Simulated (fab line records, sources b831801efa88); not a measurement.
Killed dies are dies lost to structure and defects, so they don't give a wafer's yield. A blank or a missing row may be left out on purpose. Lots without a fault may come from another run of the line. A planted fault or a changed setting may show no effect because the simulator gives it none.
Split-lot experiment | flow sfq_line | 5 lots, 27 wafers read, on a route of 325 steps

THE SPLIT
At SFQ_TRILAYER_I2_VIA_BARC_OPEN_VIA_ETCH_096 (etches BARC in O2, target depth 125 nm, time 41.7 s), the setting time_s was moved away from the recipe's 41.7 s on 9 of the 27 wafers read, by -40.7% to +21.3%. The other wafers ran this setting at the recipe's value.

The reading is taken at the split's own step.

THE READING
oes_product_au, in a.u., at SFQ_TRILAYER_I2_VIA_BARC_OPEN_VIA_ETCH_096 (etches BARC in O2, target depth 125 nm, time 41.7 s). Fault-free wafers of this fab line usually give 0.685 a.u., standard deviation 0.0046 a.u..

wafer  | tool, chamber at the split | time_s as run, s | against the recipe | oes_product_au, a.u. | against lot-mates on the recipe
L079.1 | rie_diel-01, 0             | 50.6             | +21.3%             | 0.664                | -0.020
L079.2 | rie_diel-01, 1             | 41.7             | recipe             | 0.685                | -
L079.3 | rie_diel-01, 3             | 41.7             | recipe             | 0.688                | -
L079.4 | rie_diel-01, 0             | 50.6             | +21.3%             | 0.666                | -0.018
L079.5 | rie_diel-01, 1             | 41.7             | recipe             | 0.680                | -
L079.6 | rie_diel-01, 3             | 50.6             | +21.3%             | 0.665                | -0.019
L080.1 | rie_diel-02, 0             | 41.7             | recipe             | 0.690                | -
L080.2 | rie_diel-02, 2             | 41.7             | recipe             | 0.688                | -
L080.3 | rie_diel-02, 1             | 41.7             | recipe             | 0.679                | -
L081.1 | rie_diel-02, 2             | 41.7             | recipe             | 0.692                | -
L081.2 | rie_diel-02, 0             | 41.7             | recipe             | 0.684                | -
L081.3 | rie_diel-02, 1             | 41.7             | recipe             | 0.684                | -
L081.4 | rie_diel-02, 0             | 41.7             | recipe             | 0.694                | -
L081.5 | rie_diel-02, 2             | 41.7             | recipe             | 0.693                | -
L081.6 | rie_diel-02, 1             | 41.7             | recipe             | 0.690                | -
L084.1 | rie_diel-03, 0             | 24.71            | -40.7%             | 0.901                | +0.210
L084.2 | rie_diel-03, 1             | 41.7             | recipe             | 0.692                | -
L084.3 | rie_diel-03, 2             | 41.7             | recipe             | 0.689                | -
L084.4 | rie_diel-03, 3             | 24.71            | -40.7%             | 0.901                | +0.210
L084.5 | rie_diel-03, 2             | 41.7             | recipe             | 0.691                | -
L084.6 | rie_diel-03, 3             | 24.71            | -40.7%             | 0.893                | +0.202
L085.1 | rie_diel-01, 3             | 34.4             | -17.5%             | 0.754                | +0.064
L085.2 | rie_diel-01, 0             | 41.7             | recipe             | 0.697                | -
L085.3 | rie_diel-01, 2             | 41.7             | recipe             | 0.686                | -
L085.4 | rie_diel-01, 1             | 34.4             | -17.5%             | 0.748                | +0.058
L085.5 | rie_diel-01, 2             | 34.4             | -17.5%             | 0.756                | +0.066
L085.6 | rie_diel-01, 3             | 41.7             | recipe             | 0.687                | -

THE FIT
A straight line over all 27 wafers: oes_product_au changes by -0.00403 a.u. for each +1% of time_s; r = -0.94; the points scatter about the line by 0.025 a.u..
The same after taking each lot's own level away (the mean of its wafers on the recipe; 27 wafers): -0.00394 a.u. for each +1%; r = -0.93; scatter 0.025 a.u..
On that fit, the largest move of time_s shifts the reading by 0.16 a.u..
The lots' own levels span 0.6843 to 0.6907 a.u., that is 1.4 times the standard deviation above.
So the lot-to-lot level changes the slope little: the two slopes agree.
Check: with one of the wafers moved furthest among these (-40.7%) left out of the fit, the line predicts +0.161 a.u. for it against its lot-mates. It came out at +0.21 a.u. against them.
Tool readings at the split's step, against how far the setting was moved: oes_product_au r = -0.94.

OTHER SPLITS ON THESE WAFERS
These wafers also went through other splits before the reading. Each is held against what the fit with the lots' levels taken away leaves over:
other split on the same wafers                    | wafers away from the commonest value | r with oes_product_au (lot level and that fit taken away)
SFQ_TRILAYER_INCOMING_OXIDATION_002 ox_time_s     | 6                                    | -0.45
SFQ_TRILAYER_I0_DEP_PECVD_027 time_s              | 9                                    | +0.26
SFQ_TRILAYER_I1_DEP_PECVD_045 time_s              | 9                                    | +0.39
SFQ_TRILAYER_I1_VIA_BARC_OPEN_VIA_ETCH_071 time_s | 12                                   | +0.09

THE WHOLE CHAIN: every reading that the file lists as answering this split, in the file's order
step                                       | what it does                                        | reading                                                                                       | change (the file's fit)                   | r (the file's)
SFQ_TRILAYER_I2_VIA_BARC_OPEN_VIA_ETCH_096 | etches BARC in O2, target depth 125 nm, time 41.7 s | oes_product_au                                                                                | -0.00411 a.u. for each +1% of the setting | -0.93
SFQ_TRILAYER_I2_VIA_BARC_OPEN_VIA_ETCH_096 | etches BARC in O2, target depth 125 nm, time 41.7 s | KrF_of_TRILAYER_I2_VIA_LITHO_COAT_067.thk_nm (the simulator's own value, which no gauge read) | -0.49 nm for each +1% of the setting      | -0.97

THE FILE'S OWN FIT
oes_product_au changes by -0.00411 a.u. for each +1% of time_s, r = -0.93.
